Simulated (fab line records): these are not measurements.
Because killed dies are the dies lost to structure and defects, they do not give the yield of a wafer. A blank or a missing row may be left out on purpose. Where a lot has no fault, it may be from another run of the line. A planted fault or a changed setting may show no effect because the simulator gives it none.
Matching of chambers	flow gf180mcu	pecvd-03 running GF_V3_CVD_02: 3 sister chambers
The step deposits SiO2 from TEOS, target thk 850 nm, time 94.851 s. 14 wafers are shown with their chamber, then 7 later ones without.

== EACH WAFER AND ITS CHAMBER ==
wafer	chamber	heater power w (W)
L075.1	0	559
L075.2	2	672
L075.5	2	534
L079.1	2	627
L079.3	1	686
L079.6	2	668
L083.2	2	606
L083.3	0	502
L083.6	0	543
L085.1	0	528
L085.3	1	773
L085.4	2	541
L090.2	1	678
L090.3	2	646

SIGNATURES, as means of the wafers listed above
reading	chamber 0	chamber 1	chamber 2	scatter within a chamber
heater power w	533.00	712.33	613.43	49.2
Rule: distance of a wafer from a chamber = root of the sum over the readings of ((wafer's reading minus chamber's mean) / reading's scatter) squared. If the next closest chamber is less than 2 further off than the closest, the wafer can't be placed; otherwise it belongs to the closest. How the scatter is found: for the shown wafers, subtract from each reading the mean of its chamber, square and add these, divide the total by (wafers less chambers), then take the root.

== WAFERS WITH NO CHAMBER GIVEN ==
wafer	heater power w (W)
L090.6	557
L092.3	678
L092.4	546
L092.6	519
L093.1	616
L093.5	742
L093.6	660

== WHICH CHAMBER EACH WENT THROUGH ==
wafer	from the rows above	in truth
L090.6	can't be placed: 0 or 2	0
L092.3	can't be placed: 1 or 2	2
L092.4	can't be placed: 0 or 2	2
L092.6	can't be placed: 0 or 2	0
L093.1	can't be placed: 2 or 0 or 1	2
L093.5	1	1
L093.6	can't be placed: 2 or 1 or 0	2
Placed correctly: 1 of 7. These rows do not allow placing 6 (true chamber among the candidates in 6). Placed wrongly: 0.
